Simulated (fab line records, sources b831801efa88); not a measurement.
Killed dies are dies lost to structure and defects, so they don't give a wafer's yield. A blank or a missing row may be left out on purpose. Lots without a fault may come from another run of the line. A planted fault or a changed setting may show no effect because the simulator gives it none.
Which tool did it? | flow sky130 | 10 lots, 30 wafers sampled, at 5 steps of a route of 708

WHAT THE GAUGES READ, wafer by wafer
SKY_SD_N_TW_MEAS_12.
lot  | measured     | on            | SD_N_TW
L814 | day 27 20:07 | film_metro-01 | 3969 3992 3987
L815 | day 28 18:44 | film_metro-02 | 3939 3959 3912
L822 | day 31 01:28 | film_metro-01 | 4004 3980 3990
L825 | day 31 23:50 | film_metro-02 | 3916 3929 3909
L831 | day 35 00:16 | film_metro-04 | 3997 4006 3954
L832 | day 35 04:38 | film_metro-02 | 3974 3965 3958
L833 | day 35 10:46 | film_metro-01 | 3973 3935 3948
L834 | day 35 14:20 | film_metro-02 | 3937 3936 3951
L835 | day 35 21:55 | film_metro-04 | 4009 4023 4028
L837 | day 36 01:18 | film_metro-04 | 3984 4002 3996

SKY_LI_CONTACT_RS_MEAS_22: measures by four-point-probe.
lot  | measured     | on            | LI_CONTACT_W_RS (ohm/sq)
L814 | day 29 04:02 | film_metro-01 | 0.284 0.286 0.283
L815 | day 30 01:07 | film_metro-04 | 0.297 0.293 0.293
L822 | day 32 07:10 | film_metro-02 | 0.259 0.259 0.293 0.260 0.260 0.293
L825 | day 33 07:02 | film_metro-04 | 0.291 0.258 0.255 0.291 0.258 0.255
L831 | day 36 04:18 | film_metro-02 | 0.288 0.292 0.286
L832 | day 36 09:35 | film_metro-02 | 0.289 0.291 0.288
L833 | day 36 15:17 | film_metro-02 | 0.290 0.288 0.290
L834 | day 36 18:13 | film_metro-02 | 0.285 0.288 0.290
L835 | day 37 01:54 | film_metro-01 | 0.291 0.294 0.288
L837 | day 37 04:59 | film_metro-02 | 0.288 0.286 0.288

SKY_LI_CONTACT_THK_MEAS_23: measures by xrf.
lot  | measured     | on            | LI_CONTACT_W_THK (nm)
L814 | day 29 04:10 | film_metro-01 | 395 392 399
L815 | day 30 01:14 | film_metro-04 | 376 378 382
L822 | day 32 08:45 | film_metro-02 | 436 434 387 433 433 387
L825 | day 33 09:45 | film_metro-04 | 386 435 439 387 435 437
L831 | day 36 04:25 | film_metro-02 | 387 384 388
L832 | day 36 09:43 | film_metro-02 | 385 382 385
L833 | day 36 15:25 | film_metro-02 | 384 384 383
L834 | day 36 18:19 | film_metro-02 | 389 387 381
L835 | day 37 01:59 | film_metro-01 | 383 385 388
L837 | day 37 05:05 | film_metro-02 | 391 391 387

WHICH TOOL RAN EACH LOT (tool, then ch and the chambers of the sampled wafers, then the start)
lot  | SKY_SD_N_RTA_14                  | SKY_LI_CONTACT_CVD_21
L814 | rtp_anneal-01 ch 0, day 27 20:14 | cvd_w-02 ch 0,1, day 29 03:55
L815 | rtp_anneal-02 ch 0, day 28 18:51 | cvd_w-01 ch 0,1, day 30 00:59
L822 | rtp_anneal-01 ch 0, day 31 01:35 | cvd_w-01 ch 1, day 32 07:01
L825 | rtp_anneal-01 ch 0, day 31 23:57 | cvd_w-01 ch 0,1, day 33 06:54
L831 | rtp_anneal-02 ch 0, day 35 00:22 | cvd_w-02 ch 1, day 36 04:03
L832 | rtp_anneal-02 ch 0, day 35 04:45 | cvd_w-02 ch 1, day 36 09:20
L833 | rtp_anneal-01 ch 0, day 35 10:52 | cvd_w-02 ch 1, day 36 15:02
L834 | rtp_anneal-02 ch 0, day 35 14:27 | cvd_w-02 ch 0,1, day 36 18:04
L835 | rtp_anneal-02 ch 0, day 35 22:02 | cvd_w-01 ch 0,1, day 37 01:46
L837 | rtp_anneal-01 ch 0, day 36 01:25 | cvd_w-02 ch 1, day 37 04:50
- SKY_SD_N_RTA_14: time 2 s.
- SKY_LI_CONTACT_CVD_21: deposits W, target thk 400 nm, time 120.56 s.

WHAT THE TOOLS THEMSELVES READ (means of the sampled wafers that have a number; where no wafer has one, the mark that the record gives instead)
SKY_SD_N_RTA_14.
lot  | tool          | anneal_temp_c_max | lamp_power_pct (%) | wafer_temp_C_max
L814 | rtp_anneal-01 | 1080.0            | 15.72              | 1076.9
L815 | rtp_anneal-02 | 1081.8            | 15.71              | 1078.0
L822 | rtp_anneal-01 | 1079.5            | 15.76              | 1077.2
L825 | rtp_anneal-01 | 1079.4            | 15.66              | 1078.2
L831 | rtp_anneal-02 | 1084.4            | 15.78              | 1077.5
L832 | rtp_anneal-02 | 1082.1            | 15.75              | 1078.7
L833 | rtp_anneal-01 | 1078.9            | 15.71              | 1078.8
L834 | rtp_anneal-02 | 1083.9            | 15.71              | 1076.9
L835 | rtp_anneal-02 | 1084.8            | 15.68              | 1077.1
L837 | rtp_anneal-01 | 1080.0            | 15.76              | 1078.4

SKY_LI_CONTACT_CVD_21.
lot  | tool     | heater_power_w (W)
L814 | cvd_w-02 | 799
L815 | cvd_w-01 | 765
L822 | cvd_w-01 | 793
L825 | cvd_w-01 | 771
L831 | cvd_w-02 | 843
L832 | cvd_w-02 | 828
L833 | cvd_w-02 | 844
L834 | cvd_w-02 | 789
L835 | cvd_w-01 | 759
L837 | cvd_w-02 | 866

THE ANSWER, worked out from the rows above alone
Rule: what is usual is taken from the lots themselves. Put in order of their means at a reading, lots are off if they are a third of the lots or fewer, leave a main group of 4 or more, and stand apart from it by a gap of 3 or more times the standard deviation of the main group's means; of several such gaps the widest counts. A main group whose means are all the same, to the digits that the tables above print for the reading, isn't used. A lot without any number at a reading at which 4 lots or more have one is off too. The other lots that the step has rows for count as sound. The gauges are gone through in route order, then the tools' own readings, and for those a lot's mean is taken as printed above. The first step at which some lot is off is used, and at that step the reading that is off furthest; a lot without a number counts as furthest.
Off: L822, L825, at SKY_LI_CONTACT_RS_MEAS_22 (LI_CONTACT_W_RS). The main group: mean 0.289 ohm/sq, standard deviation 0.0027.
A tool fits if, at a process step before that reading, it ran every lot that is off, and no sound lot after the first of them. The gauges at SKY_LI_CONTACT_RS_MEAS_22 are tried like those tools. None of those tried fits.

WHAT THE SIMULATOR HAD PUT IN
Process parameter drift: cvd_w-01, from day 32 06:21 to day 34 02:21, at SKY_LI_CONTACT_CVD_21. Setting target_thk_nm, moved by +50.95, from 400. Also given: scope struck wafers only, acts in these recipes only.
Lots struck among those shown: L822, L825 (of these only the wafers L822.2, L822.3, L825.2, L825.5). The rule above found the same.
